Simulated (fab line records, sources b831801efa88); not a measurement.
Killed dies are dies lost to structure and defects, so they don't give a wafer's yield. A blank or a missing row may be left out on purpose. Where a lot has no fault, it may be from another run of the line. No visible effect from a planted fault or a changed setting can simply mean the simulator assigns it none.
Which tool was responsible?	flow gf180mcu	45 wafers from 15 lots sampled at 2 of the route's 602 steps

## WHAT THE GAUGES SHOWED, per wafer
GF_V2_OVL_MEAS_15.
lot	measured	on	V2_OVL (nm)
L124	day 20 19:45	overlay-02	-3 -4 3
L126	day 21 11:30	overlay-01	2 4 2
L128	day 21 23:57	overlay-02	1 -5 -1
L130	day 22 16:05	overlay-01	7 5 2
L131	day 23 06:19	overlay-02	-3 4 10
L133	day 23 14:56	overlay-01	7 -3 2
L134	day 23 18:11	overlay-02	-3 7 4
L135	day 24 09:18	overlay-01	1 -2 -4
L136	day 24 19:05	overlay-02	6 8 -2
L141	day 26 07:08	overlay-01	0 -2 7
L142	day 26 11:29	overlay-02	-4 0 -4
L143	day 26 22:23	overlay-02	-8 -8 -5
L145	day 27 07:38	overlay-01	7 -5 -1
L146	day 27 14:02	overlay-01	11 7 4
L147	day 27 21:51	overlay-01	-4 5 -3

GF_V2_RS_MEAS_24: measures by four-point-probe.
lot	measured	on	V2_W_RS (ohm/sq)
L124	day 20 20:41	filmMetro-03	0.327 0.329 0.321
L126	day 21 12:26	filmMetro-03	0.335 0.334 0.332
L128	day 22 00:52	filmMetro-02	0.329 0.326 0.330
L130	day 22 17:04	filmMetro-03	0.327 0.329 0.316
L131	day 23 07:14	filmMetro-03	0.327 0.326 0.329
L133	day 23 15:58	filmMetro-03	0.333 0.328 0.331
L134	day 23 19:06	filmMetro-03	0.331 0.339 0.332
L135	day 24 10:14	filmMetro-03	0.322 0.328 0.323
L136	day 24 19:59	filmMetro-02	0.332 0.332 0.333
L141	day 26 08:06	filmMetro-03	0.330 0.329 0.329
L142	day 26 12:25	filmMetro-03	0.334 0.333 0.335
L143	day 26 23:22	filmMetro-02	0.330 0.329 0.334
L145	day 27 08:35	filmMetro-01	0.331 0.319 0.316
L146	day 27 14:58	filmMetro-03	0.335 0.321 0.334
L147	day 27 22:47	filmMetro-01	0.318 0.321 0.329

## TOOL THAT RAN EACH LOT (tool first, then ch and the chambers of the sampled wafers, then the start)
Record: no process step prior to these readings.

## WHAT THE TOOLS THEMSELVES READ (means of the sampled wafers that have a number; where no wafer has one, the mark that the record gives instead)
The record holds no such reading with a usual standard deviation.

## THE ANSWER, worked out from the rows above alone
Rule: what is usual is taken from the lots themselves. The widest of any qualifying gaps counts: lots, ordered by their means at a reading, are off when they make up no more than a third of the lots, leave a main group of 4 or more, and stand apart from it by 3 or more times the standard deviation of that group's means. Not used: any main group whose means are identical at the precision the tables above print for the reading. Also off: a lot with no number at a reading for which 4 or more lots have one. All remaining lots with rows at the step are treated as sound. The gauges are gone through in route order, then the tools' own readings, and for those a lot's mean is taken as printed above. The first step at which some lot is off is used, and at that step the reading that is off furthest; a lot without a number counts as furthest.
Across all readings shown, no lot is off: no conclusion can be drawn from this.

## WHAT WAS PUT IN BY THE SIMULATOR
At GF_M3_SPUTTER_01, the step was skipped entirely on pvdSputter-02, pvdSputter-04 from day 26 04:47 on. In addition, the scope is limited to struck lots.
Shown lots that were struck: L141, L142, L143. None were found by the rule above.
